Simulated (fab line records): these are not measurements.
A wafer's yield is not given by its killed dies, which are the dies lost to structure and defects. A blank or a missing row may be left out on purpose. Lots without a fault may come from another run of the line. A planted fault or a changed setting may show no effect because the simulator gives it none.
fab line records + flow sky130
[record]
- lots = 4
- wafers = 12
- lastDay = 50
route steps=708 shown METAL1@441 VIA1@458 PAD_OPEN@708
lots that met no fault: from a run of the same line without faults
startH: the number of hours between the record's first day and the start of the first shown wafer of the lot + waitH: how many hours have passed since the lot's step before this one + " repeats the value in the row above + L1.1+2: several wafers, shown together as one row + - no value, or no start given + * or withheld: withheld + < > ~ a bound
route shown NAME@n: a module of which the file shows steps, and the number in the route of the first + usual: mean/standard deviation of fault-free wafers + same: alike in all rows + chamber/n: place in a boat + sites: the reading at each site + _std_site: how widely they spread, as a standard deviation + _edge_site: mean of outer sites minus mean of inner sites + radiusMm: for every site, how far away it sits from the centre of the wafer + mask NAME#n: copy n + behind: the most recent tool/chamber to have shaped the wafer + hold: reason for holding the lot/hours on hold/outcome of the hold + device: transistor that didn't switch, given as n, p or np + end of line: tests run on the same wafers once the route is complete + for a step that has no rows: nothing shown but its recipe + killed: the dies lost at the first sort to structure and to defects; this is not the yield of the wafer + map: a wafer's dies, marking killed ones x, the rest . and places with no die _
set.NAME: setting as actually run; set.NAME@STEP: the setting as run at that earlier step + model.NAME: the simulator's own value behind a step, which no gauge read
a table for each step, a row for each wafer; lots at some steps of the route
[[steps]]
[step SKY_METAL1_DEHYDRATE_07]
[recipe]
- tempC = 200
- timeS = 60
[step SKY_METAL1_HMDS_08]
[recipe]
- primeTimeS = 60
- primeTempC = 120
[step SKY_METAL1_COAT_09]
[recipe]
- resist = BARC
- tempC = withheld
- timeS = withheld
- spinRpm = 3000
- resistThkNm = 60
[step SKY_METAL1_COAT_10]
[recipe]
- resist = KrF-thick
- spinRpm = 3000
- resistThkNm = 450
[step SKY_METAL1_SOFTBAKE_11]
[recipe]
- tempC = 100
- timeS = 90
- resist = KrF-thick
[step SKY_METAL1_EXPOSE_12]
[recipe]
- maskId = MM1
- na = 0.8
- sourceShape = annular
- sigmaInner = 0.55
- sigmaOuter = 0.85
- targetCdNm = 140
- doseMj = 28
[step SKY_METAL1_PEB_13]
[recipe]
- pebTempC = withheld
- pebTimeS = withheld
- resist = KrF-thick
[step SKY_METAL1_DEVELOP_14]
[recipe]
- developTimeS = 60
- resist = KrF-thick
- devTempC = 21
[step SKY_METAL1_DESCUM_17]
[recipe]
- chemistry = O2
- sourcePowerW = 150
- biasPowerW = 0
- pressureMtorr = 10
- tempC = 40
- timeS = 8
[step SKY_METAL1_ETCH_18]
[recipe]
- chemistry = N2/H2
- target = BARC
- ionEnergyEv = 200
- biasW = 100
- pressureMtorr = 30
- n2FlowSccm = 100
- h2FlowSccm = 200
- icpW = 500
- stopOn = SiO2
- timeS = 45.9
- targetDepthA = 600
[step SKY_METAL1_METAL_ETCH_19]
[recipe]
- targetDepthA = 3600
- stopOn = SiO2
- overEtchFrac = 0.3
- timeS = 78
- chemistry = Cl2/BCl3
- resistSidewallDeg = 88
- pressureMtorr = 10
- icpW = 900
- biasW = 48.5
- Cl2_flow_sccm = 60
- bcl3FlowSccm = 30
[usual]
- drypumpMotorCurrentA = 5.9/0.42
- oesProductAu = 0.856/0.0059
- throttleValvePct = 22.264/0.0091
[same]
- timeS = 78
| lot.wafer | tool        | chamber | startH | waitH | drypumpMotorCurrentA | oesProductAu | rfHoursCounterH | throttleValvePct |
|-----------|-------------|---------|--------|-------|----------------------|--------------|-----------------|------------------|
| L959.1    | rieMetal-02 | 0       | 833.24 | 0.0   | 5.5                  | 0.856        | 5               | 22.253           |
| L959.3    | "           | 1       | "      | "     | 5.3                  | 0.861        | -               | 22.259           |
| L959.6    | "           | 1       | "      | "     | 5.4                  | 0.848        | -               | 22.269           |
| L960.1    | rieMetal-02 | 0       | 854.49 | 0.0   | 5.5                  | 0.849        | 6               | 22.264           |
| L960.2    | "           | 1       | "      | "     | 5.3                  | 0.853        | 7               | 22.274           |
| L960.3    | "           | 0       | "      | "     | 5.5                  | 0.856        | -               | 22.284           |
| L961.1    | rieMetal-02 | 1       | 856.17 | 0.0   | 5.3                  | 0.864        | 7               | 22.266           |
| L961.3    | "           | 1       | "      | "     | 5.3                  | 0.859        | -               | 22.275           |
| L961.5    | "           | 0       | "      | "     | 5.5                  | 0.853        | -               | 22.271           |
| L968.4    | rieMetal-01 | 1       | 907.27 | 0.1   | 6.0                  | 0.852        | -               | 22.285           |
| L968.5    | "           | 0       | "      | "     | 6.5                  | 0.859        | -               | 22.261           |
| L968.6    | "           | 1       | "      | "     | 6.0                  | 0.861        | -               | 22.273           |
[step SKY_METAL1_STRIP_20]
[recipe]
- chemistry = O2/N2
- powerW = 1400
- pressureMtorr = 1500
- platenTempC = withheld
- o2FlowSccm = 3000
- n2FlowSccm = 300
- overashFraction = 0.5
[step SKY_METAL1_STRIP_21]
[recipe]
- chemistry = postEtchResidueRemover
- timeS = 1200
- tempC = 72.5
[step SKY_METAL1_CLEAN_22]
[recipe]
- chemistry = IPA
- timeS = 180
- tempC = 25
[step SKY_METAL1_CLEAN_23]
[recipe]
- chemistry = O3/DIW
- dry = n2Spin
[step SKY_VIA1_HDPCVD_00]
[recipe]
- material = SiO2
- targetThkNm = 1030
- sigmaOpenFrac = 0.3
- timeS = 171.7
- tempC = 400
- sih4FlowSccm = 57.44
- pressureMtorr = 6
[step SKY_VIA1_CMP_02]
[recipe]
- material = SiO2
- downForcePsi = 4
- platenRpm = 60
- padVelocityMS = 0.94248
[step SKY_VIA1_DEHYDRATE_04]
[recipe]
- tempC = 200
- timeS = 60
[step SKY_VIA1_HMDS_05]
[recipe]
- primeTimeS = 60
- primeTempC = 120
[step SKY_VIA1_COAT_06]
[recipe]
- resist = BARC
- tempC = withheld
- timeS = withheld
- spinRpm = 3000
- resistThkNm = 60
[step SKY_VIA1_COAT_07]
[recipe]
- resist = KrF-thick
- spinRpm = 3000
- resistThkNm = 450
[step SKY_VIA1_SOFTBAKE_08]
[recipe]
- tempC = 100
- timeS = 90
- resist = KrF-thick
[step SKY_VIA1_EXPOSE_09]
[recipe]
- maskId = VIM
- na = 0.8
- sourceShape = annular
- sigmaInner = 0.55
- sigmaOuter = 0.85
- targetCdNm = 150
- doseMj = 38
[step SKY_VIA1_PEB_10]
[recipe]
- pebTempC = withheld
- pebTimeS = withheld
- resist = KrF-thick
[step SKY_VIA1_DEVELOP_11]
[recipe]
- developTimeS = 60
- resist = KrF-thick
- devTempC = 21
[step SKY_VIA1_ETCH_14]
[recipe]
- chemistry = N2/H2
- target = BARC
- ionEnergyEv = 200
- sourceW = 500
- biasW = 100
- pressureMtorr = 30
- n2FlowSccm = 100
- h2FlowSccm = 200
- stopOn = SiO2
- timeS = 45.9
- targetDepthA = 600
[step SKY_VIA1_ETCH_15]
[recipe]
- target = SiO2
- chemistry = C4F8/O2/Ar
- targetDepthNm = 351
- stopOn = TiN
- maskMaterial = KrF-thick
- sourceW = 1500
- biasW = 1200
- pressureMtorr = 40
- c4f8FlowSccm = withheld
- O2_flow_sccm = 6
- Ar_flow_sccm = 300
- timeS = 54
[step SKY_VIA1_STRIP_16]
[recipe]
- chemistry = O2/N2
- powerW = 1400
- pressureMtorr = 1500
- platenTempC = withheld
- o2FlowSccm = 3000
- n2FlowSccm = 300
- overashFraction = 0.5
[step SKY_VIA1_STRIP_17]
[recipe]
- chemistry = postEtchResidueRemover
- timeS = 1200
- tempC = 72.5
[step SKY_VIA1_CLEAN_18]
[recipe]
- chemistry = IPA
- timeS = 180
- tempC = 25
[step SKY_VIA1_CLEAN_19]
[recipe]
- chemistry = O3/DIW
- dry = n2Spin
[step SKY_VIA1_SPUTTER_20]
[recipe]
- material = TiN
- targetThkNm = 20
- chamberPressurePa = 5
- powerW = 4000
- timeS = 80
[step SKY_VIA1_CVD_21]
[recipe]
- material = W
- targetThkNm = 270
- timeS = 80.902
- tempC = 400
- pressureTorr = 40
[step SKY_VIA1_CMP_24]
[recipe]
- stopOn = SiO2
- tOverpolishS = 15
- downForcePsi = 3.5
- platenRpm = 60
- targetThkNm = 0
- padVelocityMS = 0.94248
[step SKY_PAD_OPEN_PROBE_99]
[usual]
- defectLimitedYield = 82.8/2
- killed_at_M0_to_M3 = 43/6.8
- killed_at_M4_up = 3.3/1.9
- killedAtContacts = 24/5.3
- killedAtFrontEnd = 14/4.3
- killedAtOther = 0.3/0.62
- killedDies = 85/9.8
- killedOpen = 46/8
- killedShort = 39/5.9
- sort_bin_3_pad_short = 0.8/0.39
- sort_bin_5_function = 10.2/1.5
- sort_bin_6_memory = 6.2/1.2
- sortNPass = 407/9.8
- sortYieldPct = 82.8/2
[same]
- grossDies = 492
- killedAtBackSide = 0
- sort_bin_4_leakage[%] = 0
- sort_bin_8_speed[%] = 0
| lot.wafer | tool      | chamber | startH  | waitH | hold                    | defectLimitedYield[%] | killed_at_M0_to_M3 | killed_at_M4_up | killedAtContacts | killedAtFrontEnd | killedAtOther | killedDies | killedOpen | killedShort | sort_bin_3_pad_short[%] | sort_bin_5_function[%] | sort_bin_6_memory[%] | sortNPass | sortYieldPct[%] | model.etest.tester.sortNPass | model.etest.tester.sortYieldPct | model.etest.tester.sort_bin_5_pct | model.etest.tester.sort_bin_3_pct |
|-----------|-----------|---------|---------|-------|-------------------------|-----------------------|--------------------|-----------------|------------------|------------------|---------------|------------|------------|-------------|-------------------------|------------------------|----------------------|-----------|-----------------|------------------------------|---------------------------------|-----------------------------------|-----------------------------------|
| L959.1    | prober-01 | -       | 1136.56 | 0.1   | -                       | 85.2                  | 40                 | 4               | 20               | 9                | 0             | 73         | 47         | 26          | 0.4                     | 11.0                   | 3.5                  | 419       | 85.2            | 419                          | 85.16                           | 10.98                             | 0.4065                            |
| L959.3    | prober-01 | -       | 1136.66 | 0.2   | -                       | 83.1                  | 42                 | 1               | 26               | 14               | 0             | 83         | 44         | 39          | 0.8                     | 9.6                    | 6.5                  | 409       | 83.1            | 409                          | 83.13                           | 9.553                             | 0.813                             |
| L959.6    | prober-01 | -       | 1136.81 | 0.2   | -                       | 81.1                  | 40                 | 2               | 33               | 18               | 0             | 93         | 50         | 43          | 1.2                     | 9.8                    | 7.9                  | 399       | 81.1            | 399                          | 81.1                            | 9.756                             | 1.22                              |
| L960.1    | prober-02 | -       | 1154.04 | 0.1   | awaitDispo/2.9h/release | 70.3                  | 101                | 6               | 24               | 15               | 0             | 146        | 45         | 38          | 5.3                     | 19.3                   | 5.1                  | 346       | 70.3            | 346                          | 70.33                           | 19.31                             | 5.285                             |
| L960.2    | prober-02 | -       | 1154.09 | 0.1   | awaitDispo/2.9h/release | 81.5                  | 45                 | 5               | 26               | 14               | 1             | 91         | 49         | 42          | 1.4                     | 9.8                    | 7.3                  | 401       | 81.5            | 401                          | 81.5                            | 9.756                             | 1.423                             |
| L960.3    | prober-02 | -       | 1154.14 | 0.2   | awaitDispo/2.9h/release | 70.5                  | 99                 | 1               | 26               | 19               | 0             | 145        | 47         | 32          | 4.7                     | 18.1                   | 6.7                  | 347       | 70.5            | 347                          | 70.53                           | 18.09                             | 4.675                             |
| L961.1    | prober-01 | -       | 1155.93 | 0.1   | awaitDispo/8.6h/release | 81.9                  | 52                 | 6               | 22               | 9                | 0             | 89         | 51         | 38          | 1.4                     | 10.0                   | 6.7                  | 403       | 81.9            | 403                          | 81.91                           | 9.959                             | 1.423                             |
| L961.3    | prober-01 | -       | 1156.03 | 0.2   | awaitDispo/8.6h/release | 81.9                  | 55                 | 6               | 18               | 10               | 0             | 89         | 49         | 40          | 0.6                     | 10.2                   | 7.3                  | 403       | 81.9            | 403                          | 81.91                           | 10.16                             | 0.6098                            |
| L961.5    | prober-01 | -       | 1156.13 | 0.2   | awaitDispo/8.6h/release | 71.3                  | 100                | 4               | 18               | 18               | 1             | 141        | 36         | 36          | 4.9                     | 16.1                   | 7.7                  | 351       | 71.3            | 351                          | 71.34                           | 16.06                             | 4.878                             |
| L968.4    | prober-02 | -       | 1191.58 | 0.2   | -                       | 82.1                  | 35                 | 7               | 33               | 13               | 0             | 88         | 51         | 37          | 0.4                     | 9.6                    | 7.9                  | 404       | 82.1            | 404                          | 82.11                           | 9.553                             | 0.4065                            |
| L968.5    | prober-02 | -       | 1191.63 | 0.2   | -                       | 83.9                  | 42                 | 1               | 18               | 18               | 0             | 79         | 41         | 38          | 1.6                     | 9.8                    | 4.7                  | 413       | 83.9            | 413                          | 83.94                           | 9.756                             | 1.626                             |
| L968.6    | prober-02 | -       | 1191.68 | 0.2   | -                       | 82.9                  | 41                 | 3               | 25               | 15               | 0             | 84         | 48         | 36          | 0.4                     | 10.8                   | 5.9                  | 408       | 82.9            | 408                          | 82.93                           | 10.77                             | 0.4065                            |
// killed by level:class
L959.1 VIA3:geometricParticle:open=11 CONTACT:geometricParticle:open=10 VIA1:geometricParticle:open=10 METAL2:geometricParticle:short=5 LI_CONTACT:geometricParticle:open=5 FIELD_ISO:geometricParticle:open=4 METAL1:geometricParticle:short=4 VIA2:geometricParticle:open=4
L959.3 LI_CONTACT:geometricParticle:open=9 CONTACT:geometricParticle:open=9 METAL1:geometricParticle:short=7 VIA2:geometricParticle:open=7 FIELD_ISO:geometricParticle:short=5 CONTACT:geometricParticle:short=5 VIA1:geometricParticle:short=5 METAL2:geometricParticle:short=5
L959.6 CONTACT:geometricParticle:open=16 VIA1:geometricParticle:open=10 VIA3:geometricParticle:open=8 CONTACT:geometricParticle:short=8 POLY_GATE:geometricParticle:short=5 METAL1:geometricParticle:short=5 FIELD_ISO:geometricParticle:short=4 POLY_GATE:geometricParticle:open=4
L960.1 METAL1:unspecified=63 LI_CONTACT:geometricParticle:open=8 VIA1:geometricParticle:open=8 CONTACT:geometricParticle:open=6 METAL2:geometricParticle:short=6 CONTACT:geometricParticle:short=5 VIA2:geometricParticle:open=5 METAL4:geometricParticle:short=5
L960.2 CONTACT:geometricParticle:open=9 METAL1:geometricParticle:short=9 LI_CONTACT:geometricParticle:open=8 VIA3:geometricParticle:open=7 LOCAL_INTERCONNECT:geometricParticle:short=6 VIA1:geometricParticle:open=6 VIA2:geometricParticle:open=6 FIELD_ISO:geometricParticle:open=5
L960.3 METAL1:unspecified=66 VIA1:geometricParticle:open=15 CONTACT:geometricParticle:open=14 POLY_GATE:geometricParticle:open=6 METAL2:geometricParticle:short=5 VIA1:geometricParticle:short=4 FIELD_ISO:geometricParticle:open=4 FIELD_ISO:geometricParticle:short=4
L961.1 VIA3:geometricParticle:open=12 METAL2:geometricParticle:short=9 CONTACT:geometricParticle:open=9 LI_CONTACT:geometricParticle:open=8 VIA1:geometricParticle:open=8 VIA2:geometricParticle:open=6 METAL1:geometricParticle:short=5 VIA2:geometricParticle:short=4
L961.3 CONTACT:geometricParticle:open=11 VIA3:geometricParticle:open=10 VIA1:geometricParticle:open=9 VIA1:geometricParticle:short=9 METAL2:geometricParticle:short=6 FIELD_ISO:geometricParticle:short=5 METAL4:geometricParticle:short=4 VIA2:geometricParticle:open=4
L961.5 METAL1:unspecified=69 VIA3:geometricParticle:open=10 LOCAL_INTERCONNECT:geometricParticle:short=6 FIELD_ISO:geometricParticle:short=5 LI_CONTACT:geometricParticle:open=5 CONTACT:geometricParticle:open=5 VIA3:geometricParticle:short=4 FIELD_ISO:geometricParticle:open=3
L968.4 CONTACT:geometricParticle:open=14 VIA1:geometricParticle:open=12 LI_CONTACT:geometricParticle:open=7 CONTACT:geometricParticle:short=7 VIA1:geometricParticle:short=6 VIA3:geometricParticle:open=6 METAL2:geometricParticle:short=5 FIELD_ISO:geometricParticle:short=4
L968.5 FIELD_ISO:geometricParticle:open=10 METAL1:geometricParticle:short=9 VIA2:geometricParticle:open=6 LI_CONTACT:geometricParticle:open=5 CONTACT:geometricParticle:open=5 CONTACT:geometricParticle:short=5 VIA1:geometricParticle:open=5 METAL2:geometricParticle:short=5
L968.6 VIA1:geometricParticle:open=12 CONTACT:geometricParticle:open=10 VIA3:geometricParticle:open=8 CONTACT:geometricParticle:short=6 VIA1:geometricParticle:short=6 FIELD_ISO:geometricParticle:open=4 POLY_GATE:geometricParticle:short=4 LI_CONTACT:geometricParticle:open=4
// map L960.1 (x killed, . not)
__________......x..._________
________.....x..x.x..._______
______.....xxx.....x...._____
_____...xx..xxxxxxx......____
____.x...xxxxxxxxxxx.xx...___
___....xxx.xxxxxxxx.x......__
__..x..x.xxxxxxxxxxxx.x....._
_...x....xxxxxxxxx.........x.
_.x....x.x.xxxxxxxx..x.xx.x..
_.......xx..xxxxx.x.....xx...
_.......x...xxxx....x........
_.xx..x.....x....x...........
_...x..x...x...xxx...x....x..
_.........x.....x........xxx.
_x.xx.xx.........x...x.....xx
__.......x....x.x...x....xx._
___.......x....xx.....x....__
____....x.....x........x..___
_____.x.x................____
______..........x.x....._____
________....x.....x..._______
__________.........._________
// map L961.5 (x killed, . not)
__________...x...x.._________
________.x.x.xx..x...x_______
______.......xx.......x._____
_____.xx...xxxxxxxx.x...x____
____.......xxxxxxxx.......___
___xx....xxxxxxxxxxxx....xx__
__........xxxxxxxxxxx....x.._
_....x..x.xxxxxxxxxxxxx......
_..x......xxxxxxxxxx.......x.
_..........xxxxxxx.x...x.x...
_.x........xx.xx........x....
_....xx....x.............x...
_..x........x.............xx.
_.x............xx....x.......
_..x.......x......x....x...x.
__....x....xxx.............._
___.x.....xx......x....x..x__
____....x.x....x......x...___
_____...................x____
______x.x............xx._____
________.........x.x.._______
__________........x._________
[[key]]
[firstSign]
- step = SKY_PAD_OPEN_PROBE_99
- reading = sort_bin_3_pad_short
- direction = up
- sigmas = 11
- usual = 0.8
- struck = 4.9
[effect]
- step = SKY_PAD_OPEN_PROBE_99
- reading = killed_at_M0_to_M3
- direction = up
- sigmas = 8.4
- usual = 43
- struck = 100
[modelEffect]
- step = SKY_PAD_OPEN_PROBE_99
- value = etest.tester.sortNPass
- without = 407
- struck = 348
metAt SKY_METAL1_METAL_ETCH_19
struckWafers L960.1,L960.3,L961.5
onsetBetween 833.24 854.49
[fault]
- kind = chamberParticleSource
- tool = rieMetal-02
- chamber = 0
- onsetH = 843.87
- steps = SKY_METAL1_METAL_ETCH_19
- ratePerVisitCm2 = 1.9458
- endH = 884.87
